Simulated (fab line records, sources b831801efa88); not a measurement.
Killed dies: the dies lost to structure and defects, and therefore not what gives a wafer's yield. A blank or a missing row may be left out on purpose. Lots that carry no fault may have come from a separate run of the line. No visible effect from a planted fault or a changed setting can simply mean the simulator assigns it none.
fab line records	flow sky130
[record] lots = 6	wafers = 18	last_day = 49
route steps=708 shown VIA1@460
lots untouched by any fault: they come from a run of this same line in which no faults occurred
start_h: hours from the record's opening day to when the first of the lot's shown wafers began	wait_h: time in hours since the lot's previous step	" repeats the value in the row above	L1.1+2: several wafers, shown together as one row	- no value present, or no start provided	* or withheld: withheld	< > ~ a bound
route shown NAME@n: a module of which the file shows steps, and the number in the route of the first	usual: average and standard deviation across the fault-free wafers	same: alike in all rows	chamber/n: place in a boat	sites: per-site readings	_std_site: the values' standard deviation	_edge_site: mean of outer sites minus mean of inner sites	radius_mm: how far each site lies from the wafer's centre	mask NAME#n: copy n	behind: the most recent tool/chamber to have shaped the wafer	hold: the reason the lot was held/the length of the hold in hours/how it ended	device: transistor that didn't switch, given as n, p or np	end of line: the same wafers' tests at the end of the route	a step given without rows: its recipe and nothing more	killed: dies lost to structure and defects at the first sort, not the wafer's yield	map: the dies of a wafer, with x for killed, . for not killed, _ for no die there
set.NAME: the setting that was run; set.NAME@STEP: the one run at that earlier step	model.NAME: the simulator's own value behind a step, which no gauge read
certain route steps with their lots: each step a table, each wafer a row
services: when a tool's chamber went out of use (start_h, in hours from the record's first day, below 0 if earlier), for how many hours, and the reason
[[steps]]
[step SKY_VIA1_CMP_02]
[recipe] material = SiO2	down_force_psi = 4	platen_rpm = 61.26	pad_velocity_m_s = 0.94248
[usual] head_pressure_psi = 3.998/0.0085	motor_current_A = 12.3/1.1	retaining_ring_pressure_frac = 1.000/0.0051
lot.wafer	tool	chamber	start_h	wait_h	head_pressure_psi	motor_current_A	retaining_ring_pressure_frac
L346.1	cmp-01	2	760.52	0.1	4.013	11.0	1.006
L346.5	"	1	"	"	3.982	13.8	1.018
L346.6	"	2	"	"	4.005	11.5	1.008
L349.3	cmp-02	2	796.69	0.1	4.003	12.7	0.994
L349.2	"	3	"	"	3.996	12.7	1.002
L349.6	"	2	"	"	3.996	13.2	0.993
L360.4	cmp-01	2	879.73	0.1	3.999	11.1	1.004
L360.1	"	0	"	"	4.006	12.2	1.004
L360.5	"	1	"	"	3.996	13.3	1.009
L361.2	cmp-02	0	893.27	0.0	4.013	10.6	1.001
L361.3	"	2	"	"	4.014	13.4	0.992
L361.1	"	3	"	"	4.002	12.5	1.007
L363.2	cmp-01	2	896.16	0.0	4.001	11.0	0.995
L363.1	"	0	"	"	3.987	11.9	0.999
L363.5	"	3	"	"	3.989	13.8	0.993
L367.3	cmp-02	3	915.67	0.0	3.998	12.7	1.012
L367.1	"	1	"	"	3.990	11.3	0.997
L367.6	"	0	"	"	4.005	10.7	1.005
[step SKY_VIA1_BOW_MEAS_03]
[recipe] mode = bow
[usual] VIA1_BOW = 81/7.7
lot.wafer	tool	chamber	start_h	wait_h	VIA1_BOW[um]
L346.1	film_metro-01	-	760.77	0.2	69
L346.5	"	-	"	"	72
L346.6	"	-	"	"	77
L349.2	film_metro-01	-	796.96	0.2	87
L349.3	"	-	"	"	70
L349.6	"	-	"	"	80
L360.1	film_metro-03	-	879.98	0.1	62
L360.4	"	-	"	"	88
L360.5	"	-	"	"	77
L361.1	film_metro-04	-	893.57	0.1	76
L361.2	"	-	"	"	88
L361.3	"	-	"	"	95
L363.1	film_metro-01	-	896.46	0.1	78
L363.2	"	-	"	"	72
L363.5	"	-	"	"	91
L367.1	film_metro-03	-	915.97	0.1	89
L367.3	"	-	"	"	81
L367.6	"	-	"	"	89
[step SKY_VIA1_DEHYDRATE_04]
[recipe] temp_c = 200	time_s = 60
[step SKY_VIA1_HMDS_05]
[recipe] prime_time_s = 60	prime_temp_c = 120
[step SKY_VIA1_COAT_06]
[recipe] resist = BARC	temp_c = withheld	time_s = withheld	spin_rpm = 3000	resist_thk_nm = 60
[step SKY_VIA1_COAT_07]
[recipe] resist = KrF-thick	spin_rpm = 3000	resist_thk_nm = 450
[step SKY_VIA1_SOFTBAKE_08]
[recipe] temp_c = 100	time_s = 90	resist = KrF-thick
[step SKY_VIA1_EXPOSE_09]
[recipe] mask_id = VIM	na = 0.8	source_shape = annular	sigma_inner = 0.55	sigma_outer = 0.85	target_cd_nm = 150	dose_mj = 38
[step SKY_VIA1_PEB_10]
[recipe] peb_temp_c = withheld	peb_time_s = withheld	resist = KrF-thick
[step SKY_VIA1_DEVELOP_11]
[recipe] develop_time_s = 60	resist = KrF-thick	dev_temp_c = 21
[step SKY_VIA1_CD_MEAS_12]
[recipe] target_cd_nm = 150
[usual] cd_nm = 150.2/1.7
lot.wafer	tool	chamber	start_h	wait_h	cd_nm
L346.1	cd_sem-01	-	787.76	-	151.0
L346.5	"	-	"	"	150.7
L346.6	"	-	"	"	151.4
L349.2	cd_sem-02	-	823.08	-	149.9
L349.3	"	-	"	"	150.3
L349.6	"	-	"	"	150.5
L360.1	cd_sem-02	-	904.96	-	148.2
L360.4	"	-	"	"	147.6
L360.5	"	-	"	"	147.3
L361.1	cd_sem-01	-	918.47	-	150.0
L361.2	"	-	"	"	149.9
L361.3	"	-	"	"	149.8
L363.1	cd_sem-01	-	921.02	-	152.3
L363.2	"	-	"	"	152.2
L363.5	"	-	"	"	151.3
L367.1	cd_sem-02	-	941.17	-	150.6
L367.3	"	-	"	"	149.5
L367.6	"	-	"	"	150.4
[step SKY_VIA1_OVL_MEAS_13]
[usual] VIA1_OVL = 2/5
lot.wafer	tool	chamber	start_h	wait_h	VIA1_OVL[nm]
L346.1	overlay-01	-	787.88	0.1	-5
L346.5	"	-	"	"	-2
L346.6	"	-	"	"	-10
L349.2	overlay-01	-	823.19	0.1	8
L349.3	"	-	"	"	-2
L349.6	"	-	"	"	10
L360.1	overlay-01	-	905.08	0.1	9
L360.4	"	-	"	"	9
L360.5	"	-	"	"	8
L361.1	overlay-02	-	918.59	0.1	2
L361.2	"	-	"	"	-1
L361.3	"	-	"	"	-2
L363.1	overlay-02	-	921.14	0.1	10
L363.2	"	-	"	"	-1
L363.5	"	-	"	"	3
L367.1	overlay-02	-	941.29	0.1	-9
L367.3	"	-	"	"	-5
L367.6	"	-	"	"	-3
[step SKY_VIA1_ETCH_14]
[recipe] chemistry = N2/H2	target = BARC	ion_energy_ev = 200	source_w = 500	bias_w = 100	pressure_mtorr = 30	n2_flow_sccm = 100	h2_flow_sccm = 200	stop_on = SiO2	time_s = 45.9	target_depth_a = 600
[usual] chamber_pressure_mTorr = 30.002/0.026	drypump_motor_current_A = 5.8/0.32	oes_product_au = 0.855/0.0048	run_length_s = 74.1/0.45	throttle_valve_pct = 13.224/0.0091
lot.wafer	tool	chamber	start_h	wait_h	chamber_pressure_mTorr	drypump_motor_current_A	oes_product_au	rf_hours_counter_h	run_length_s	throttle_valve_pct	model.KrF-thick_of_VIA1_COAT_07.thk_nm
L346.1	rie_diel-03	1	787.92	0.0	29.974	6.0	0.847	14	74.6	13.225	393.9
L346.5	"	3	"	"	30.004	5.9	0.857	-	73.8	13.226	394
L346.6	"	0	"	"	29.948	6.1	0.853	-	73.5	13.211	394.2
L349.2	rie_diel-01	1	823.22	0.0	30.029	5.6	0.860	3	74.8	13.215	392.2
L349.3	"	3	"	"	30.020	5.9	0.852	14	74.0	13.219	393.1
L349.6	"	2	"	"	30.013	5.9	0.861	-	73.7	13.226	395.1
L360.1	rie_diel-03	1	905.12	0.0	29.955	5.9	0.813	18	79.1	13.215	387.5
L360.4	"	2	"	"	29.954	5.7	0.815	14	78.5	13.218	387.3
L360.5	"	2	"	"	30.026	5.7	0.815	-	78.6	13.218	386.3
L361.1	rie_diel-03	3	918.62	0.0	30.036	5.9	0.815	11	78.9	13.211	388.4
L361.2	"	0	"	"	29.962	6.1	0.814	1	78.4	13.232	388.2
L361.3	"	2	"	"	29.979	5.7	0.811	14	78.3	13.229	388.4
L363.1	rie_diel-04	0	921.17	0.0	29.978	4.9	0.863	15	74.8	13.214	393.5
L363.2	"	1	"	"	29.995	5.7	0.849	17	74.4	13.236	391.6
L363.5	"	0	"	"	29.996	4.9	0.858	-	75.1	13.215	392.9
L367.1	rie_diel-01	2	941.32	0.0	30.016	6.0	0.853	11	73.6	13.221	390.7
L367.3	"	3	"	"	29.985	5.9	0.854	17	73.6	13.216	390.7
L367.6	"	2	"	"	29.986	6.0	0.862	-	74.2	13.216	391.3
[step SKY_VIA1_ETCH_15]
[recipe] target = SiO2	chemistry = C4F8/O2/Ar	target_depth_nm = 351	stop_on = TiN	mask_material = KrF-thick	source_w = 1500	bias_w = 1200	pressure_mtorr = 40	c4f8_flow_sccm = withheld	O2_flow_sccm = 6	Ar_flow_sccm = 300	time_s = 54
[usual] chamber_pressure_mTorr = 40.00/0.041	oes_product_au = 0.982/0.0067	run_length_s = 82.2/0.47
lot.wafer	tool	chamber	start_h	wait_h	chamber_pressure_mTorr	oes_product_au	rf_hours_counter_h	run_length_s	model.KrF-thick_of_VIA1_COAT_07.thk_nm
L346.1	rie_diel-03	1	787.96	0.0	39.95	0.995	14	82.3	323.3
L346.5	"	3	"	"	39.92	0.977	-	82.0	324.6
L346.6	"	0	"	"	39.94	0.990	-	82.0	324.4
L349.2	rie_diel-01	1	823.26	0.0	40.00	1.001	3	82.5	321.1
L349.3	"	3	"	"	40.06	0.992	14	81.6	321.6
L349.6	"	2	"	"	40.06	0.975	-	81.9	325.4
L360.1	rie_diel-03	1	905.16	0.0	39.97	0.966	18	82.4	317.7
L360.4	"	2	"	"	40.01	0.976	14	82.4	317.6
L360.5	"	2	"	"	40.03	0.979	-	81.6	316.2
L361.1	rie_diel-03	3	918.67	0.0	39.99	0.980	11	82.3	319.7
L361.2	"	0	"	"	40.02	0.983	1	81.8	316.8
L361.3	"	2	"	"	39.96	0.990	14	82.0	316.7
L363.1	rie_diel-04	0	921.22	0.0	40.01	0.982	15	83.2	321.9
L363.2	"	1	"	"	40.02	0.984	17	82.6	320
L363.5	"	0	"	"	40.01	0.979	-	83.0	321.5
L367.1	rie_diel-01	2	941.37	0.0	40.04	0.984	11	81.6	320.3
L367.3	"	3	"	"	40.02	0.975	17	81.7	319.7
L367.6	"	2	"	"	39.99	0.984	-	82.0	320
[step SKY_VIA1_STRIP_16]
[recipe] chemistry = O2/N2	power_w = 1400	pressure_mtorr = 1500	platen_temp_c = withheld	o2_flow_sccm = 3000	n2_flow_sccm = 300	overash_fraction = 0.5
[usual] chamber_pressure_mTorr = 1500.0/1.4	drypump_motor_current_A = 5.51/0.2	o2_flow_sccm = 3000/8.9	oes_product_au = 0.415/0.0048	strip_time_to_endpoint_s = 4.453/0.025
lot.wafer	tool	chamber	start_h	wait_h	chamber_pressure_mTorr	drypump_motor_current_A	o2_flow_sccm	oes_product_au	rf_hours_counter_h	strip_time_to_endpoint_s
L346.1	plasma_asher-03	0	788.00	0.0	1501.2	5.28	2989	0.413	96	4.464
L346.5	"	0	"	"	1500.9	5.24	2992	0.426	-	4.490
L346.6	"	1	"	"	1500.8	5.79	2987	0.411	-	4.483
L349.2	plasma_asher-01	0	823.30	0.0	1499.6	5.59	3012	0.417	72	4.454
L349.3	"	1	"	"	1499.8	5.44	2997	0.420	-	4.442
L349.6	"	0	"	"	1500.7	5.58	3005	0.415	-	4.497
L360.1	plasma_asher-01	0	905.21	0.0	1500.3	5.57	2991	0.418	80	4.401
L360.4	"	0	"	"	1501.1	5.58	2995	0.407	-	4.406
L360.5	"	1	"	"	1501.5	5.46	2993	0.418	-	4.388
L361.1	plasma_asher-02	0	918.71	0.0	1501.2	5.76	2989	0.414	15	4.417
L361.2	"	1	"	"	1498.5	5.21	3000	0.415	15	4.384
L361.3	"	1	"	"	1500.6	5.26	2993	0.407	-	4.401
L363.1	plasma_asher-02	1	921.26	0.0	1499.1	5.27	3004	0.412	16	4.456
L363.2	"	0	"	"	1499.3	5.78	2988	0.417	16	4.423
L363.5	"	1	"	"	1500.6	5.23	3001	0.406	-	4.442
L367.1	plasma_asher-02	1	941.41	0.0	1501.6	5.24	3005	0.412	18	4.434
L367.3	"	0	"	"	1501.2	5.76	3012	0.417	-	4.437
L367.6	"	1	"	"	1501.3	5.24	2999	0.418	-	4.429
[[services]]
tool	chamber	start_h	hours	kind
rie_diel-03	1	742.75	6.4	repair
plasma_asher-02	0	743.80	-	clean
plasma_asher-02	1	743.80	-	clean
cmp-02	-	744.17	4.0	pm
cmp-02	-	748.17	-	consumable_replace:conditioner
cmp-02	-	748.17	-	consumable_replace:pad
plasma_asher-02	-	756.85	15.6	pm
rie_diel-04	-	757.83	1.7	repair
plasma_asher-03	-	763.55	2.8	pm
rie_diel-03	0	780.06	2.7	repair
rie_diel-03	-	784.57	0.8	repair
plasma_asher-03	-	803.37	1.1	repair
cmp-02	-	811.72	0.6	repair
cmp-02	-	826.25	9.9	pm
rie_diel-03	-	827.90	0.7	repair
cmp-02	-	844.75	4.9	repair
rie_diel-04	1	857.24	9.9	repair
rie_diel-03	0	872.84	-	clean
rie_diel-03	0	872.84	19.2	scheduled_down
rie_diel-03	0	872.84	19.2	vent_cycle
plasma_asher-01	-	906.84	2.8	pm
cmp-01	-	916.34	4.0	pm
rie_diel-01	-	917.10	4.3	pm
plasma_asher-01	-	925.67	0.8	repair
[[key]]
[first_sign] step = SKY_VIA1_ETCH_14	reading = run_length_s	direction = up	sigmas = 10	usual = *	struck = *
[effect] step = SKY_VIA1_ETCH_14	reading = oes_product_au	direction = down	sigmas = 8.6	usual = 0.855	struck = 0.814
[model_effect] step = SKY_VIA1_ETCH_14	value = KrF-thick_of_VIA1_COAT_07.thk_nm	without = 392.3	struck = 387.7
[model_effect] step = SKY_VIA1_ETCH_15	value = KrF-thick_of_VIA1_COAT_07.thk_nm	without = 322.1	struck = 317.5
met_at SKY_VIA1_ETCH_14
struck_wafers L360.1,L360.4,L360.5,L361.1,L361.2,L361.3
onset_between 787.92 905.12
[fault] kind = process_parameter_drift	tool = rie_diel-03	chamber = -	onset_h = 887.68	steps = SKY_VIA1_ETCH_14	channel = time_s	offset = *	shape = step	end_h = 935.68	acts_in = *	stated = *
